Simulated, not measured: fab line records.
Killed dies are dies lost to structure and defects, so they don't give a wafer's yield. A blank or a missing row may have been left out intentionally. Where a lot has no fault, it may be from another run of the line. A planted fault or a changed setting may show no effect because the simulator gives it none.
Comparing a struck lot with a sound one | flow sky130 | 43 steps out of a route of 708
Sound: the wafers L191.1, L191.2, L191.5. Struck: wafers L192.2, L192.5, L192.6. The cause is named last.
For every step that has rows: the tool of each side, followed by ch and its chambers, followed by its first start. Under that, the readings that differ: sound wafers | struck wafers | difference of the means | sigmas: that difference in standard deviations of wafers without a fault.
alike: a reading whose means differ by less than 2 such deviations, as well as words and numbers matching on both sides. not compared: withheld readings; readings where some wafer has no value; bounds like >300 that might hide an equal value; numbers whose values overlap and for which the record gives no deviation.
A row with sigmas, a row that says differs or no value, or rows on one side alone: a step with any of these is where the two part. When numbers do not overlap yet have no deviation, they are printed without sigmas and do not part them. Lack of a reading on every wafer of one side parts them only where that side has two or more wafers.

first, 4 steps without rows for these wafers: SKY_VIA3_STRIP_17 (strips in post etch residue remover, time 1200 s); SKY_VIA3_CLEAN_18 (cleans in IPA, time 180 s); SKY_VIA3_CLEAN_19 (cleans in O3/DIW); SKY_VIA3_SPUTTER_20 (material TiN, target thk 20 nm, time 80 s).
SKY_VIA3_CVD_21: deposits W, target thk 390 nm, time 117.31 s.
  sound on cvd w-01 ch 0,1, day 40 23:38; struck on cvd w-01 ch 0,1, day 41 07:56
  alike: heater power w
SKY_VIA3_RS_MEAS_22: uses a four-point probe to measure.
  sound on film metro-02, day 40 23:46; struck on film metro-01, day 41 08:04
  alike: VIA3_W_RS
SKY_VIA3_THK_MEAS_23: measures by xrf.
  sound on film metro-02, day 40 23:53; struck on film metro-01, day 41 08:11
  alike: VIA3_W_THK
then, 1 step without rows for these wafers: SKY_VIA3_CMP_24 (polishes, stops on SiO2, t overpolish 20 s, target thk 0 nm).
SKY_METAL4_SPUTTER_00: material Ti, target thk 15 nm, time 10 s.
  sound on pvd sputter-04, day 41 00:14; struck on pvd sputter-04, day 41 08:53
  alike: cathode dc power W, throttle valve pct
SKY_METAL4_SPUTTER_01: material TiN, target thk 20 nm, time 16.7 s.
  sound on pvd sputter-04, day 41 00:16; struck on pvd sputter-04, day 41 08:55
  alike: cathode dc power W, throttle valve pct
SKY_METAL4_SPUTTER_02: material AlCu, target thk 735 nm, time 39.1 s.
  sound on pvd sputter-04, day 41 00:17; struck on pvd sputter-04, day 41 08:56
  alike: cathode dc power W, throttle valve pct
then, 1 step without rows for these wafers: SKY_METAL4_SPUTTER_03 (material Ti, target thk 5 nm, time 3.3 s).
SKY_METAL4_SPUTTER_04: material TiN, target thk 70 nm, time 58.3 s.
  sound on pvd sputter-04, day 41 00:21; struck on pvd sputter-04, day 41 08:59
  alike: cathode dc power W, throttle valve pct
SKY_CAP2M_CVD_00: deposits SiO2, target thk 15.5 nm.
  sound on pecvd-02 ch 0,1, day 41 00:24; struck on pecvd-02 ch 1,2, day 41 09:02
  alike: heater power w, rf fwd power W
SKY_CAP2M_THK_MEAS_01:
  sound on film metro-03, day 41 00:26; struck on film metro-03, day 41 09:04
  alike: CAP2M_CVD_00_THK
then, 1 step without rows for these wafers: SKY_CAP2M_SPUTTER_02 (material TiN, target thk 200 nm, time 166.7 s).
SKY_CAP2M_RS_MEAS_03: uses a four-point probe to measure.
  sound on film metro-04, day 41 00:36; struck on film metro-04, day 41 09:15
  alike: CAP2M_TIN_RS
SKY_CAP2M_THK_MEAS_04: measures by xrf.
  sound on film metro-04, day 41 00:43; struck on film metro-04, day 41 09:22
  alike: CAP2M_TIN_THK
then, 7 steps without rows for these wafers: SKY_CAP2M_DEHYDRATE_05 (time 60 s); SKY_CAP2M_HMDS_06 (prime time 60 s); SKY_CAP2M_COAT_07 (resist thk 1140 nm); SKY_CAP2M_SOFTBAKE_08 (time 60 s); SKY_CAP2M_EXPOSE_09 (exposes mask CAP2M, target cd 1000 nm); SKY_CAP2M_PEB_10; SKY_CAP2M_DEVELOP_11 (develop time 60 s).
SKY_CAP2M_OVL_MEAS_12:
  sound on overlay-02, day 42 00:36; struck on overlay-02, day 42 08:38
  alike: CAP2M_OVL
then, 13 steps without rows for these wafers: SKY_CAP2M_METAL_ETCH_13 (etches TiN in Cl2/BCl3, stops on SiO2, target depth 220 nm, time 62.9 s); SKY_CAP2M_STRIP_14 (strips in O2/N2); SKY_CAP2M_STRIP_15 (strips in post etch residue remover, time 1200 s); SKY_CAP2M_CLEAN_16 (cleans in IPA, time 180 s); SKY_CAP2M_CLEAN_17 (cleans in O3/DIW); SKY_METAL4_DEHYDRATE_05 (time 60 s); SKY_METAL4_HMDS_06 (prime time 60 s); SKY_METAL4_COAT_07 (resist thk 60 nm); SKY_METAL4_COAT_08 (resist thk 1140 nm); SKY_METAL4_SOFTBAKE_09 (time 90 s); SKY_METAL4_EXPOSE_10 (exposes mask MM4, target cd 300 nm); SKY_METAL4_PEB_11; SKY_METAL4_DEVELOP_12 (develop time 60 s).
SKY_METAL4_CD_MEAS_13 targets a cd of 300 nm.
  sound on cd sem-02, day 43 00:50; struck on cd sem-01, day 43 08:07
  alike: cd nm
SKY_METAL4_OVL_MEAS_14:
  sound on overlay-01, day 43 00:58; struck on overlay-01, day 43 08:14
  alike: METAL4_OVL
then, 1 step without rows for these wafers: SKY_METAL4_DESCUM_15 (chemistry O2, time 8 s).
-- the record jumps here: 4 days lie between the struck wafers' starts before and after (it left off in module METAL4 and takes up again in module PAD_OPEN, whose first step shown is number 708 of the route) --
SKY_PAD_OPEN_PROBE_99:
  sound on prober-01, day 46 20:54; struck on prober-02, day 47 03:17
  reading                               | sound            | struck            | difference | sigmas
  killed_at_M4_up                       | 1 4 2            | 38 53 36          | +40        | +22
  killed on rim                         | 17 20 15         | 25 24 29          | +9         | +3
  killed short                          | 55 52 47         | 35 34 41          | -15        | -2
  sort_bin_3_pad_short (%)              | 1.6 1.2 1.8      | 3.0 3.7 3.9       | +2.0       | +5
  model.etest.tester.sort_bin_5_pct (%) | 12.6 11.59 11.18 | 13.41 16.06 12.8  | +2.30      |
  model.etest.tester.sort_bin_3_pct (%) | 1.626 1.22 1.829 | 3.049 3.659 3.862 | +1.965     |
  alike: defect limited yield, killed_at_M0_to_M3, killed at contacts, killed at front end, killed at other, killed dies, killed open, sort_bin_5_function, sort_bin_6_memory, sort n pass, sort yield pct
  not compared: model.etest.tester.sort n pass, model.etest.tester.sort yield pct

WHERE THEY PART
SKY_PAD_OPEN_PROBE_99 only, going by this record.

WHY: whatever the simulator had introduced
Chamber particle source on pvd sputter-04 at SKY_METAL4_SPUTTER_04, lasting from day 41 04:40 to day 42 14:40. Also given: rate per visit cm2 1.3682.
